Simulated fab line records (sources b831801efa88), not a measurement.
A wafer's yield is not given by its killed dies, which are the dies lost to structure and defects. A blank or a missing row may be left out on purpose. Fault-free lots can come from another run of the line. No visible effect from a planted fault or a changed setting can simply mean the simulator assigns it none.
fab line records	flow sky130
[record] lots = 6	wafers = 18	last_day = 50
route steps=708 shown LI_CONTACT@371 PAD_OPEN@708
lots that met no fault: from a run of the same line without faults
start_h: start of the lot's first displayed wafer, in hours after the record's first day	wait_h: hours from the lot's prior step to this one	" identical to the entry in the row above	L1.1+2: a row that stands for several wafers	- no value, or no start was given	* or withheld: withheld	< > ~ a bound
route shown NAME@n: a module of which the file shows steps, and the number in the route of the first	usual: mean and standard deviation over wafers with no fault	same: alike in all rows	chamber/n: place in a boat	sites: readings site by site	_std_site: standard deviation across them	_edge_site: outer sites' mean less inner sites'	radius_mm: for every site, how far away it sits from the centre of the wafer	mask NAME#n: copy n	behind: the most recent tool/chamber to have shaped the wafer	hold: what put the lot on hold/how long, in hours/how the hold closed	device: which transistor (n, p or np) failed to switch	end of line: tests run on the same wafers once the route is complete	where a step has no rows: the recipe by itself	killed: dies that structure and defects cost at the first sort, which is not the same as the wafer's yield	map: shows each die of a wafer: x if killed, . if not, _ if none is there
set.NAME: setting as actually run; set.NAME@STEP: the setting as run at that earlier step	model.NAME: the simulator's own value behind a step, which no gauge read
lots at selected steps of the route; one table per step, one row per wafer
services: when a tool's chamber went out of use (start_h, in hours from the record's first day, below 0 if earlier), for how many hours, and the reason
[[steps]]
[step SKY_LI_CONTACT_EXPOSE_09]
[recipe] mask_id = LICM1	na = 0.8	source_shape = annular	sigma_inner = 0.55	sigma_outer = 0.85	target_cd_nm = 170	dose_mj = 38
[step SKY_LI_CONTACT_PEB_10]
[recipe] peb_temp_c = withheld	peb_time_s = withheld	resist = KrF-thick
[step SKY_LI_CONTACT_DEVELOP_11]
[recipe] develop_time_s = 60	resist = KrF-thick	dev_temp_c = 21
[step SKY_LI_CONTACT_CD_MEAS_12]
[recipe] target_cd_nm = 170
[usual] cd_nm = 169.7/1.4
lot.wafer	tool	chamber	start_h	wait_h	cd_nm
L167.1	cd_sem-02	-	680.02	-	170.8
L167.4	"	-	"	"	169.3
L167.5	"	-	"	"	169.3
L172.4	cd_sem-01	-	733.24	-	168.9
L172.5	"	-	"	"	167.9
L172.6	"	-	"	"	167.7
L173.1	cd_sem-01	-	734.06	-	168.2
L173.3	"	-	"	"	168.9
L173.6	"	-	"	"	171.0
L174.3	cd_sem-02	-	739.05	-	169.5
L174.4	"	-	"	"	170.1
L174.6	"	-	"	"	170.2
L186.2	cd_sem-02	-	843.10	-	170.2
L186.3	"	-	"	"	168.5
L186.4	"	-	"	"	169.4
L189.1	cd_sem-02	-	854.11	-	169.6
L189.4	"	-	"	"	169.0
L189.5	"	-	"	"	168.5
[step SKY_LI_CONTACT_OVL_MEAS_13]
[usual] LI_CONTACT_OVL = -5/6.1
lot.wafer	tool	chamber	start_h	wait_h	LI_CONTACT_OVL[nm]
L167.1	overlay-01	-	680.14	0.1	-1
L167.4	"	-	"	"	-4
L167.5	"	-	"	"	6
L172.4	overlay-01	-	733.32	0.1	-8
L172.5	"	-	"	"	-10
L172.6	"	-	"	"	-6
L173.1	overlay-01	-	734.18	0.1	-2
L173.3	"	-	"	"	-7
L173.6	"	-	"	"	-6
L174.3	overlay-01	-	739.14	0.1	-7
L174.4	"	-	"	"	-8
L174.6	"	-	"	"	-7
L186.2	overlay-02	-	843.21	0.1	8
L186.3	"	-	"	"	1
L186.4	"	-	"	"	3
L189.1	overlay-01	-	854.23	0.1	1
L189.4	"	-	"	"	-4
L189.5	"	-	"	"	-7
[step SKY_LI_CONTACT_ETCH_14]
[recipe] chemistry = N2/H2	target = BARC	ion_energy_ev = 200	source_w = 500	bias_w = 100	pressure_mtorr = 30	n2_flow_sccm = 100	h2_flow_sccm = 200	stop_on = SiO2	time_s = 45.9	target_depth_a = 600
[usual] drypump_motor_current_A = 5.9/0.48	n2_flow_sccm = 100.1/0.3	oes_product_au = 0.855/0.0044	throttle_valve_pct = 13.226/0.0093
lot.wafer	tool	chamber	start_h	wait_h	drypump_motor_current_A	n2_flow_sccm	oes_product_au	rf_hours_counter_h	throttle_valve_pct
L167.1	rie_diel-02	3	680.18	0.0	5.7	100.0	0.855	4	13.231
L167.4	"	0	"	"	6.3	100.0	0.855	-	13.235
L167.5	"	3	"	"	5.7	99.8	0.858	-	13.217
L172.4	rie_diel-02	1	733.34	0.0	5.6	100.5	0.855	7	13.223
L172.5	"	2	"	"	6.3	100.2	0.853	-	13.228
L172.6	"	1	"	"	5.6	100.0	0.864	-	13.221
L173.1	rie_diel-03	2	734.22	0.0	6.6	100.7	0.850	8	13.233
L173.3	"	1	"	"	6.0	100.5	0.855	10	13.232
L173.6	"	3	"	"	5.4	100.1	0.859	-	13.214
L174.3	rie_diel-02	3	739.17	0.0	5.7	100.1	0.855	5	13.206
L174.4	"	2	"	"	6.3	100.3	0.845	9	13.221
L174.6	"	3	"	"	5.7	100.1	0.860	-	13.234
L186.2	rie_diel-02	0	843.24	0.0	6.3	100.4	0.855	18	13.218
L186.3	"	1	"	"	5.6	100.0	0.850	9	13.229
L186.4	"	2	"	"	6.3	100.2	0.852	11	13.231
L189.1	rie_diel-03	2	854.27	0.0	6.7	99.9	0.858	12	13.241
L189.4	"	3	"	"	5.4	100.1	0.861	10	13.221
L189.5	"	1	"	"	6.0	99.3	0.856	-	13.229
[step SKY_LI_CONTACT_ETCH_15]
[recipe] target = PSG	chemistry = C4F8/O2/Ar	stop_on = Si	taper_deg = 4.15	mask_material = KrF-thick	source_w = 1500	bias_w = 1200	pressure_mtorr = 40	c4f8_flow_sccm = withheld	O2_flow_sccm = 6	Ar_flow_sccm = 300	time_s = withheld	target_depth_a = 6000
[usual] oes_product_au = 0.837/0.0045
lot.wafer	tool	chamber	start_h	wait_h	oes_product_au
L167.1	rie_diel-02	3	680.22	0.0	0.833
L167.4	"	0	"	"	0.836
L167.5	"	3	"	"	0.834
L172.4	rie_diel-02	1	733.38	0.0	0.831
L172.5	"	2	"	"	0.842
L172.6	"	1	"	"	0.834
L173.1	rie_diel-03	2	734.26	0.0	0.839
L173.3	"	1	"	"	0.841
L173.6	"	3	"	"	0.841
L174.3	rie_diel-02	3	739.21	0.0	0.839
L174.4	"	2	"	"	0.840
L174.6	"	3	"	"	0.831
L186.2	rie_diel-02	0	843.28	0.0	0.841
L186.3	"	1	"	"	0.840
L186.4	"	2	"	"	0.833
L189.1	rie_diel-03	2	854.31	0.0	0.841
L189.4	"	3	"	"	0.834
L189.5	"	1	"	"	0.834
[step SKY_LI_CONTACT_STRIP_16]
[recipe] chemistry = O2/N2	power_w = 1400	pressure_mtorr = 1500	platen_temp_c = withheld	o2_flow_sccm = 3000	n2_flow_sccm = 300	overash_fraction = 0.5
[usual] drypump_motor_current_A = 5.3/0.45	n2_flow_sccm = 299.9/0.99	oes_product_au = 0.375/0.0046	strip_time_to_endpoint_s = 3.486/0.029
[same] overash_fraction = 0.5
lot.wafer	tool	chamber	start_h	wait_h	drypump_motor_current_A	n2_flow_sccm	oes_product_au	rf_hours_counter_h	strip_time_to_endpoint_s
L167.1	plasma_asher-01	1	680.31	-	5.3	298.7	0.376	25	3.500
L167.4	"	1	"	"	5.3	299.3	0.376	-	3.468
L167.5	"	0	"	"	4.8	299.1	0.368	-	3.480
L172.4	plasma_asher-04	0	733.50	-	6.1	297.9	0.380	-	3.518
L172.5	"	0	"	"	6.1	299.6	0.379	-	3.483
L172.6	"	1	"	"	6.0	302.4	0.383	-	3.506
L173.1	plasma_asher-01	0	734.34	-	4.8	300.8	0.365	30	3.461
L173.3	"	0	"	"	4.8	300.5	0.374	-	3.485
L173.6	"	1	"	"	5.3	300.8	0.381	-	3.491
L174.3	plasma_asher-02	1	739.33	-	5.6	299.9	0.374	-	3.447
L174.4	"	0	"	"	5.0	300.8	0.373	-	3.531
L174.6	"	1	"	"	5.6	299.6	0.370	-	3.438
L186.2	plasma_asher-04	1	843.37	-	6.0	299.2	0.380	10	3.438
L186.3	"	0	"	"	6.0	298.9	0.372	-	3.524
L186.4	"	1	"	"	6.0	298.5	0.374	-	3.526
L189.1	plasma_asher-01	0	854.40	-	4.9	300.4	0.370	43	3.449
L189.4	"	1	"	"	5.3	299.9	0.379	-	3.508
L189.5	"	0	"	"	4.8	299.5	0.371	-	3.469
[step SKY_LI_CONTACT_CLEAN_17]
[recipe] chemistry = NMP	time_s = 600	temp_c = 60	dry = n2_spin
[step SKY_LI_CONTACT_PRE_CLEAN_18]
[recipe] gas = Ar	time_s = 5.6	bias_v = 358
[step SKY_LI_CONTACT_SPUTTER_19]
[recipe] material = Ti	target_thk_nm = 20	chamber_pressure_pa = 5	power_w = 2500	substrate_temp_c = 200	time_s = 106.37
[usual] throttle_valve_pct = 29.6/0.71
lot.wafer	tool	chamber	start_h	wait_h	throttle_valve_pct
L167.1	pvd_sputter-04	-	680.60	0.0	28.4
L167.4	"	-	"	"	30.8
L167.5	"	-	"	"	29.7
L172.4	pvd_sputter-01	-	733.76	0.0	28.8
L172.5	"	-	"	"	29.7
L172.6	"	-	"	"	28.8
L173.1	pvd_sputter-04	-	734.64	0.0	29.2
L173.3	"	-	"	"	28.7
L173.6	"	-	"	"	30.7
L174.3	pvd_sputter-04	-	739.59	0.0	29.5
L174.4	"	-	"	"	28.6
L174.6	"	-	"	"	28.5
L186.2	pvd_sputter-01	-	843.66	0.0	30.8
L186.3	"	-	"	"	29.6
L186.4	"	-	"	"	29.8
L189.1	pvd_sputter-04	-	854.71	0.0	29.2
L189.4	"	-	"	"	30.4
L189.5	"	-	"	"	29.6
[step SKY_LI_CONTACT_SPUTTER_20]
[recipe] material = TiN	target_thk_nm = 20	chamber_pressure_pa = 5	power_w = 4000	time_s = 80
[usual] throttle_valve_pct = 29.6/0.71
lot.wafer	tool	chamber	start_h	wait_h	throttle_valve_pct
L167.1	pvd_sputter-04	-	680.68	0.0	28.9
L167.4	"	-	"	"	30.8
L167.5	"	-	"	"	29.5
L172.4	pvd_sputter-01	-	733.84	0.0	28.7
L172.5	"	-	"	"	29.1
L172.6	"	-	"	"	28.7
L173.1	pvd_sputter-04	-	734.72	0.0	29.2
L173.3	"	-	"	"	28.7
L173.6	"	-	"	"	30.7
L174.3	pvd_sputter-04	-	739.67	0.0	29.6
L174.4	"	-	"	"	29.0
L174.6	"	-	"	"	28.8
L186.2	pvd_sputter-01	-	843.74	0.0	30.5
L186.3	"	-	"	"	29.5
L186.4	"	-	"	"	29.9
L189.1	pvd_sputter-04	-	854.78	0.0	29.3
L189.4	"	-	"	"	30.5
L189.5	"	-	"	"	29.7
[step SKY_LI_CONTACT_CVD_21]
[recipe] material = W	target_thk_nm = 400	time_s = 120.56	temp_c = 400	pressure_torr = 40
[usual] chamber_pressure_Torr = 40.00/0.084	heater_power_w = 884/110
lot.wafer	tool	chamber	start_h	wait_h	chamber_pressure_Torr	heater_power_w	since_wet_clean_h	model.W_of_LI_CONTACT_CVD_21.thk_nm
L167.1	cvd_w-02	1	680.74	0.0	39.95	986	777	404.2
L167.4	"	1	"	"	39.95	1001	-	403.2
L167.5	"	1	"	"	39.94	995	-	396.6
L172.4	cvd_w-02	0	733.94	0.1	36.14	956	-	381.8
L172.5	"	0	"	"	36.22	918	-	378.5
L172.6	"	1	"	"	35.98	1030	-	377.8
L173.1	cvd_w-01	1	734.78	0.0	39.99	806	331	403.5
L173.3	"	0	"	"	39.90	729	-	400.6
L173.6	"	0	"	"	39.90	724	-	401.9
L174.3	cvd_w-02	0	739.77	0.1	36.28	930	-	386.7
L174.4	"	1	"	"	36.15	999	-	383.8
L174.6	"	0	"	"	36.15	934	-	386.5
L186.2	cvd_w-02	1	843.80	0.0	40.08	1002	940	400.6
L186.3	"	1	"	"	40.03	1008	-	400.5
L186.4	"	0	"	"	40.09	953	-	404.1
L189.1	cvd_w-01	1	854.84	0.0	40.11	845	451	401.1
L189.4	"	0	"	"	39.99	736	-	398
L189.5	"	1	"	"	39.99	840	-	404
[step SKY_LI_CONTACT_RS_MEAS_22]
[recipe] thk_meas_gauge = four-point-probe	reads = W_of_LI_CONTACT_CVD_21+TiN_of_LI_CONTACT_SPUTTER_20+Ti_of_LI_CONTACT_SPUTTER_19
[usual] LI_CONTACT_W_RS = 0.2848/0.0026
lot.wafer	tool	chamber	start_h	wait_h	LI_CONTACT_W_RS[ohm/sq]
L167.1	film_metro-04	-	680.99	0.2	0.2826
L167.4	"	-	"	"	0.2826
L167.5	"	-	"	"	0.2875
L172.4	film_metro-04	-	734.08	0.1	0.2984
L172.5	"	-	"	"	0.3007
L172.6	"	-	"	"	0.3021
L173.1	film_metro-04	-	734.90	0.1	0.2828
L173.3	"	-	"	"	0.2845
L173.6	"	-	"	"	0.2844
L174.3	film_metro-02	-	739.89	0.1	0.2949
L174.4	"	-	"	"	0.2972
L174.6	"	-	"	"	0.2951
L186.2	film_metro-03	-	843.95	0.1	0.2845
L186.3	"	-	"	"	0.2843
L186.4	"	-	"	"	0.2825
L189.1	film_metro-03	-	855.04	0.2	0.2843
L189.4	"	-	"	"	0.2864
L189.5	"	-	"	"	0.2821
[step SKY_LI_CONTACT_THK_MEAS_23]
[recipe] thk_meas_gauge = xrf	reads = W_of_LI_CONTACT_CVD_21
[usual] LI_CONTACT_W_THK = 413/7.4
lot.wafer	tool	chamber	start_h	wait_h	LI_CONTACT_W_THK[nm]
L167.1	film_metro-04	-	681.11	0.1	405
L167.4	"	-	"	"	404
L167.5	"	-	"	"	395
L172.4	film_metro-04	-	734.17	0.1	388
L172.5	"	-	"	"	383
L172.6	"	-	"	"	383
L173.1	film_metro-04	-	735.02	0.1	409
L173.3	"	-	"	"	405
L173.6	"	-	"	"	407
L174.3	film_metro-02	-	739.99	0.1	403
L174.4	"	-	"	"	400
L174.6	"	-	"	"	403
L186.2	film_metro-03	-	844.06	0.1	416
L186.3	"	-	"	"	418
L186.4	"	-	"	"	422
L189.1	film_metro-03	-	855.16	0.1	421
L189.4	"	-	"	"	413
L189.5	"	-	"	"	421
[step SKY_LI_CONTACT_CMP_24]
[recipe] stop_on = PSG	t_overpolish_s = 20	down_force_psi = 3.5	platen_rpm = 60	target_thk_nm = 0	pad_velocity_m_s = 0.94248
[step SKY_PAD_OPEN_PROBE_99]
[usual] killed_at_M0_to_M3 = 44/7	killed_at_M4_up = 3.0/1.9	killed_at_contacts = 24/5.4	killed_at_front_end = 15/4.6	killed_at_other = 0.3/0.5	killed_dies = 87/10	killed_open = 47/7	killed_short = 40/6.2
[same] gross_dies = 492	killed_at_back_side = 0
lot.wafer	tool	chamber	start_h	wait_h	killed_at_M0_to_M3	killed_at_M4_up	killed_at_contacts	killed_at_front_end	killed_at_other	killed_dies	killed_open	killed_short
L167.1	prober-01	-	1076.70	0.1	47	2	30	11	1	91	52	39
L167.4	prober-01	-	1076.85	0.2	41	2	22	23	0	88	46	42
L167.5	prober-01	-	1076.90	0.2	37	6	22	16	0	81	33	48
L172.4	prober-02	-	1117.61	0.2	31	3	27	15	1	77	34	43
L172.5	prober-02	-	1117.66	0.2	36	5	22	24	0	87	43	44
L172.6	prober-02	-	1117.71	0.2	45	7	29	18	0	99	46	53
L173.1	prober-01	-	1120.09	0.1	35	0	25	17	0	77	45	32
L173.3	prober-01	-	1120.19	0.2	65	4	20	14	2	105	56	49
L173.6	prober-01	-	1120.34	0.2	49	4	28	14	0	95	54	41
L174.3	prober-02	-	1120.65	0.2	33	4	28	12	0	77	39	38
L174.4	prober-02	-	1120.70	0.2	43	1	31	12	0	87	45	42
L174.6	prober-02	-	1120.80	0.2	42	6	34	15	0	97	56	41
L186.2	prober-01	-	1193.15	0.1	51	0	27	20	0	98	56	42
L186.3	prober-01	-	1193.20	0.2	37	4	27	23	0	91	52	39
L186.4	prober-01	-	1193.25	0.2	54	2	22	23	0	101	46	55
L189.1	prober-02	-	1197.22	0.1	58	8	33	11	1	111	52	59
L189.4	prober-02	-	1197.37	0.2	43	0	21	23	0	87	41	46
L189.5	prober-02	-	1197.42	0.2	51	1	19	12	0	83	46	37
// killed by level:class
L167.1 CONTACT:geometric_particle:open=13 VIA2:geometric_particle:open=7 METAL2:geometric_particle:short=7 VIA3:geometric_particle:open=7 VIA1:geometric_particle:open=6 LI_CONTACT:geometric_particle:open=5 LOCAL_INTERCONNECT:geometric_particle:short=5 VIA1:geometric_particle:short=5
L167.4 VIA3:geometric_particle:short=8 FIELD_ISO:geometric_particle:open=7 VIA1:geometric_particle:open=6 VIA2:geometric_particle:open=6 VIA3:geometric_particle:open=6 FIELD_ISO:geometric_particle:short=5 LI_CONTACT:geometric_particle:open=5 LOCAL_INTERCONNECT:geometric_particle:short=5
L167.5 LOCAL_INTERCONNECT:geometric_particle:short=7 METAL2:geometric_particle:short=7 METAL4:geometric_particle:short=6 FIELD_ISO:geometric_particle:short=5 LI_CONTACT:geometric_particle:open=5 CONTACT:geometric_particle:open=5 VIA1:geometric_particle:open=5 VIA2:geometric_particle:short=5
L172.4 LOCAL_INTERCONNECT:geometric_particle:short=7 LI_CONTACT:geometric_particle:open=6 CONTACT:geometric_particle:open=6 FIELD_ISO:geometric_particle:short=5 POLY_GATE:geometric_particle:short=4 LI_CONTACT:geometric_particle:short=4 CONTACT:geometric_particle:short=4 METAL1:geometric_particle:short=4
L172.5 METAL1:geometric_particle:short=11 POLY_GATE:geometric_particle:open=9 CONTACT:geometric_particle:short=8 VIA1:geometric_particle:open=8 CONTACT:geometric_particle:open=7 FIELD_ISO:geometric_particle:open=5 POLY_GATE:geometric_particle:short=4 LI_CONTACT:geometric_particle:short=4
L172.6 CONTACT:geometric_particle:open=12 METAL1:geometric_particle:short=9 METAL2:geometric_particle:short=9 VIA1:geometric_particle:open=8 LOCAL_INTERCONNECT:geometric_particle:short=7 POLY_GATE:geometric_particle:open=5 LI_CONTACT:geometric_particle:open=5 METAL4:geometric_particle:short=5
L173.1 CONTACT:geometric_particle:open=13 VIA1:geometric_particle:open=9 FIELD_ISO:geometric_particle:short=5 VIA3:geometric_particle:open=5 LI_CONTACT:geometric_particle:open=4 VIA2:geometric_particle:open=4 VIA2:geometric_particle:short=4 POLY_GATE:geometric_particle:open=3
L173.3 METAL1:geometric_particle:short=11 VIA1:geometric_particle:open=10 VIA3:geometric_particle:open=10 VIA1:geometric_particle:short=9 VIA2:geometric_particle:open=9 LI_CONTACT:geometric_particle:open=8 VIA3:geometric_particle:short=6 FIELD_ISO:geometric_particle:short=5
L173.6 VIA3:geometric_particle:open=11 VIA1:geometric_particle:open=10 LI_CONTACT:geometric_particle:open=9 CONTACT:geometric_particle:open=8 METAL1:geometric_particle:short=5 VIA1:geometric_particle:short=5 SPACER:geometric_particle:short=4 CONTACT:geometric_particle:short=4
L174.3 CONTACT:geometric_particle:open=10 LI_CONTACT:geometric_particle:open=8 FIELD_ISO:geometric_particle:short=6 VIA1:geometric_particle:open=6 METAL2:geometric_particle:short=5 METAL1:geometric_particle:short=5 VIA2:geometric_particle:open=5 LOCAL_INTERCONNECT:geometric_particle:short=4
L174.4 VIA1:geometric_particle:open=10 CONTACT:geometric_particle:open=8 VIA2:geometric_particle:open=8 FIELD_ISO:geometric_particle:short=6 LI_CONTACT:geometric_particle:short=6 METAL1:geometric_particle:short=6 LI_CONTACT:geometric_particle:open=5 LOCAL_INTERCONNECT:geometric_particle:short=5
L174.6 CONTACT:geometric_particle:open=16 VIA1:geometric_particle:open=12 VIA3:geometric_particle:open=7 LOCAL_INTERCONNECT:geometric_particle:short=7 METAL1:geometric_particle:short=7 CONTACT:geometric_particle:short=6 POLY_GATE:geometric_particle:open=4 VIA2:geometric_particle:open=4
L186.2 LI_CONTACT:geometric_particle:open=9 VIA1:geometric_particle:open=9 CONTACT:geometric_particle:open=8 VIA3:geometric_particle:open=8 POLY_GATE:geometric_particle:open=7 VIA3:geometric_particle:short=6 METAL1:geometric_particle:short=6 CONTACT:geometric_particle:short=5
L186.3 CONTACT:geometric_particle:open=11 VIA1:geometric_particle:open=10 POLY_GATE:geometric_particle:open=8 LI_CONTACT:geometric_particle:open=7 METAL2:geometric_particle:short=5 FIELD_ISO:geometric_particle:short=4 VIA2:geometric_particle:short=4 CONTACT:geometric_particle:short=4
L186.4 VIA2:geometric_particle:open=11 VIA1:geometric_particle:open=11 FIELD_ISO:geometric_particle:short=9 METAL1:geometric_particle:short=8 METAL2:geometric_particle:short=7 CONTACT:geometric_particle:open=7 CONTACT:geometric_particle:short=5 POLY_GATE:geometric_particle:short=5
L189.1 VIA1:geometric_particle:open=13 METAL2:geometric_particle:short=13 LI_CONTACT:geometric_particle:open=12 CONTACT:geometric_particle:short=9 CONTACT:geometric_particle:open=8 VIA1:geometric_particle:short=8 METAL4:geometric_particle:short=6 FIELD_ISO:geometric_particle:short=4
L189.4 VIA1:geometric_particle:open=9 FIELD_ISO:geometric_particle:short=7 CONTACT:geometric_particle:open=7 POLY_GATE:geometric_particle:short=5 METAL2:geometric_particle:short=5 VIA3:geometric_particle:short=5 FIELD_ISO:geometric_particle:open=4 POLY_GATE:geometric_particle:open=4
L189.5 VIA1:geometric_particle:open=11 CONTACT:geometric_particle:open=9 VIA3:geometric_particle:open=6 METAL1:geometric_particle:short=6 VIA2:geometric_particle:open=6 LI_CONTACT:geometric_particle:open=5 METAL2:geometric_particle:short=5 FIELD_ISO:geometric_particle:open=4
[[services]]
tool	chamber	start_h	hours	kind
pvd_sputter-04	-	658.45	0.5	repair
pvd_sputter-01	-	668.52	1.2	repair
pvd_sputter-01	-	672.52	2.3	repair
rie_diel-03	3	673.39	11.8	repair
pvd_sputter-04	0	676.57	-	consumable_replace:kit
pvd_sputter-04	0	676.57	18.0	scheduled_down
pvd_sputter-04	0	676.57	18.0	vent_cycle
cvd_w-02	0	677.18	14.5	repair
rie_diel-02	2	678.01	7.1	repair
pvd_sputter-01	-	680.54	0.5	repair
rie_diel-03	0	705.10	8.4	repair
cvd_w-01	1	723.32	1.3	repair
rie_diel-03	0	729.95	-	clean
rie_diel-03	0	729.95	25.1	scheduled_down
plasma_asher-04	-	733.75	9.0	pm
rie_diel-02	-	745.81	1.6	repair
plasma_asher-02	-	751.82	0.6	repair
cvd_w-02	-	763.15	1.0	repair
cvd_w-01	-	767.40	6.0	pm
cvd_w-02	-	768.61	1.1	repair
rie_diel-02	3	787.06	5.5	repair
cvd_w-02	0	796.97	12.4	repair
cvd_w-01	-	819.98	6.9	pm
cvd_w-02	-	827.54	2.8	pm
[[key]]
[first_sign] step = SKY_LI_CONTACT_CVD_21	reading = chamber_pressure_Torr	direction = down	sigmas = 46	usual = 40.00	struck = 36.15
[effect] step = SKY_LI_CONTACT_RS_MEAS_22	reading = LI_CONTACT_W_RS	direction = up	sigmas = 5	usual = 0.2848	struck = 0.2981
[effect] step = SKY_LI_CONTACT_THK_MEAS_23	reading = LI_CONTACT_W_THK	direction = down	sigmas = 2.6	usual = 413	struck = 393
[model_effect] step = SKY_LI_CONTACT_CVD_21	value = W_of_LI_CONTACT_CVD_21.thk_nm	without = 402.3	struck = 382.5
met_at SKY_LI_CONTACT_CVD_21
struck_wafers L172.4,L172.5,L172.6,L174.3,L174.4,L174.6
tester_left_out L172,L174
onset_between 680.74 733.94
[fault] kind = process_parameter_drift	tool = cvd_w-02	chamber = -	onset_h = 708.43	steps = SKY_LI_CONTACT_CVD_21	channel = pressure_torr	offset = -3.8534	shape = step	end_h = 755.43	acts_in = these_recipes_only	stated = 40
// tester_left_out: of these lots the tester's yield and bins aren't shown, on N5 and GAA mostly nor the transistor test; their killed dies are dies lost to structure and defects alone, not to doping, threshold or leakage, so they don't give the yield
